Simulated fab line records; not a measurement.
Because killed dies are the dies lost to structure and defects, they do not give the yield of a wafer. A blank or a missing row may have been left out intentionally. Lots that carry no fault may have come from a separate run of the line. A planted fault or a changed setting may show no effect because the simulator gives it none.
8D (eight disciplines) problem report, filled in by code || flow sky130 || the parts of the form that need people (team, actions taken, sign-off) are left out

== 1. WHAT WENT WRONG ==
Mean of beam_energy_keV at SKY_LDD_LDN_IMPLANT_11: 16.468 across 6 wafers in 2 lots; on wafers with no fault it is 15.000 (standard deviation 0.0052). That is +99 or more standard deviations from the usual mean.
Seen first at day 27 21:33 on implanter-03, wafer L456.1. Wafers with a number at this step in the record: 18, from 6 lots. Rule for "out" (also "out of limits"): further than 4 standard deviations from the usual mean. All remaining wafers that have a number are taken as sound.

== 2. WHAT IT IS, AND WHAT IT ISN'T ==
{"question": "which readings at this step", "is": "beam_energy_keV", "is not": "beam_on_s, faraday_current_uA"}
{"question": "which lots", "is": "L456, L458", "is not": "L446, L447, L461, L463"}
{"question": "which wafers of those lots", "is": "all that have a number", "is not": "-"}
{"question": "read on which tools", "is": "implanter-03", "is not": "implanter-01, implanter-04"}
{"question": "when", "is": "from day 27 21:33", "is not": "up to then (6 sound wafers); but 6 sound wafers of L461, L463 came after"}

== 3. THE SUSPECTS, EACH WITH WHAT RULES IT OUT ==
Counting: a tool at a process step up to the reading stays a suspect if it ran every lot that is out and no sound lot after the first of them.
- implanter-03 at SKY_LDD_LDN_IMPLANT_11: kept. Every lot that is out went through it, starting with L456 (day 27 21:33), and after that it ran no sound lot; the last sound lot it ran before then is L446 (day 23 22:17). Out on those wafers are its own readings of beam_energy_keV.
The count leaves implanter-03 at SKY_LDD_LDN_IMPLANT_11.

== 4. THE CAUSE (what the simulator had put in) ==
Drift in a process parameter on implanter-03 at SKY_LDD_LDN_IMPLANT_11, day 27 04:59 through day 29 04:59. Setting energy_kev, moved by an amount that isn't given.
Only this tool survived the counting.

== 5. THE EFFECT CHAIN, in route order ==
Each row: a reading whose mean over the struck wafers that have a number lies more than 3 standard deviations from the usual. Only readings whose record carries a usual standard deviation are examined. hours: median over the lots of the time between each lot's start at the first step of this table that gives one and its start at this step. sigmas: the change, counted in usual standard deviations.
{"hours": 0, "step": "SKY_LDD_LDN_IMPLANT_11", "reading": "beam_energy_keV", "usual": 15.000, "on struck wafers": 16.468, "change": "+1.468", "sigmas": "+99 or more"}
It contains these process steps:
- SKY_LDD_LDN_IMPLANT_11

== 6. HOW IT WOULD HAVE BEEN CAUGHT EARLIER ==
17 hours passed between the start of the fault at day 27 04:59 and the first reading out of limits in this record, taken at day 27 21:33.
